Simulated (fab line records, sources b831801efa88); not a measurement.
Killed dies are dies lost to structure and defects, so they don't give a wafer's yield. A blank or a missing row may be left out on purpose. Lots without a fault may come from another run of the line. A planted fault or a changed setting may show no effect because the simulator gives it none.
Chamber matching | flow gf180mcu | GF_V5_CVD_02 on pecvd-01: 3 sister chambers
The step deposits SiO2 from TEOS, target thk 1450 nm, time 163.28 s. 3 wafers are shown with their chamber, then 10 later ones without.

WAFERS WITH THEIR CHAMBER
wafer  | chamber | heater_power_w (W)
L089.6 | 2       | 599
L091.1 | 1       | 732
L091.2 | 0       | 511

WAFERS WITHOUT THEIR CHAMBER
wafer  | heater_power_w (W)
L091.3 | 655
L091.4 | 721
L091.5 | 826
L091.6 | 424
L094.1 | 795
L094.5 | 605
L094.6 | 652
L097.1 | 764
L097.3 | 486
L097.4 | 836

WHICH CHAMBER EACH WENT THROUGH
wafer  | from the rows above          | in truth
L091.3 | can't be placed: 2 or 1 or 0 | 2
L091.4 | can't be placed: 1 or 2      | 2
L091.5 | 1                            | 1
L091.6 | can't be placed: 0 or 2      | 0
L094.1 | 1                            | 1
L094.5 | can't be placed: 2 or 0 or 1 | 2
L094.6 | can't be placed: 2 or 1 or 0 | 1
L097.1 | 1                            | 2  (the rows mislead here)
L097.3 | can't be placed: 0 or 2      | 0
L097.4 | 1                            | 1
Placed correctly: 3 of 10. Can't be placed from these rows: 6 (the true chamber is among the candidates in 6). Placed wrongly: 1.
How it was worked out, from the rows above alone: a wafer's distance from a chamber is the root of the sum, over the readings, of the square of ((its reading less the chamber's mean) divided by the reading's scatter). The wafer belongs to the nearest chamber; if the next one is less than 2 further off, it can't be placed. A chamber's mean is the mean of its shown wafers. The scatter: with one shown wafer a chamber, the root of the mean of the squares of how far each hidden wafer lies from its nearest shown one.
